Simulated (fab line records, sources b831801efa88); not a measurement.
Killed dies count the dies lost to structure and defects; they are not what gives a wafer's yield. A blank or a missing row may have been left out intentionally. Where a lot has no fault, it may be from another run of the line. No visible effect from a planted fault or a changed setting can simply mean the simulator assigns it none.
What tool caused it? -- flow gf180mcu -- 6 lots with 18 wafers sampled at 2 steps, on a route of 602 steps

== WHAT THE GAUGES READ, wafer by wafer ==
GF_M5_CD_MEAS_07: the cd target is 280 nm.
lot,measured,on,cd-nm (nm)
L640,day 27 06:31,cd-sem-01,278.8 279.3 278.0
L649,day 29 04:18,cd-sem-02,271.3 270.4 270.9
L652,day 30 03:04,cd-sem-02,280.2 278.9 279.4
L656,day 31 09:37,cd-sem-01,277.8 278.0 278.1
L659,day 32 04:03,cd-sem-02,281.9 282.8 280.8
L661,day 32 13:54,cd-sem-02,279.9 279.1 279.4

== TOOL THAT RAN EACH LOT (tool first, then ch and the chambers of the sampled wafers, then the start) ==
lot,GF_M5_PEB_05
L640,"litho-track-04 ch 0, day 27 06:10"
L649,"litho-track-01 ch 0, day 29 03:58"
L652,"litho-track-04 ch 0, day 30 02:43"
L656,"litho-track-04 ch 0, day 31 09:16"
L659,"litho-track-03 ch 0, day 32 03:42"
L661,"litho-track-03 ch 0, day 32 13:33"
- GF_M5_PEB_05: peb time 90 s.

== THE ANSWER, worked out from the rows above alone ==
Rule: the lots themselves supply what counts as usual. Put in order of their means at a reading, lots are off if they are a third of the lots or fewer, leave a main group of 4 or more, and stand apart from it by a gap of 3 or more times the standard deviation of the main group's means; of several such gaps the widest counts. If all means in a main group match to the digits the tables above print for the reading, that group is not used. Also off: a lot with no number at a reading for which 4 or more lots have one. Where the step has rows for the other lots, those lots are counted as sound.
Off, at GF_M5_CD_MEAS_07 on cd-nm: L649. The main group has a mean of 279.5 nm with a standard deviation of 1.3.
If a tool, at a process step before that reading, ran all the lots that are off and no sound lot after the first of them, it fits. The gauges at GF_M5_CD_MEAS_07 are tried like those tools. One candidate fits, namely litho-track-01 at GF_M5_PEB_05. It ran no sound lot before its first lot that is off in this sample, so the start can't be narrowed down.

== WHAT THE SIMULATOR HAD INSERTED ==
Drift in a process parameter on litho-track-01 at GF_M5_PEB_05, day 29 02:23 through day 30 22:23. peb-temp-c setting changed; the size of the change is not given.
Struck lots among those shown: L649. The rule given above showed the same thing.
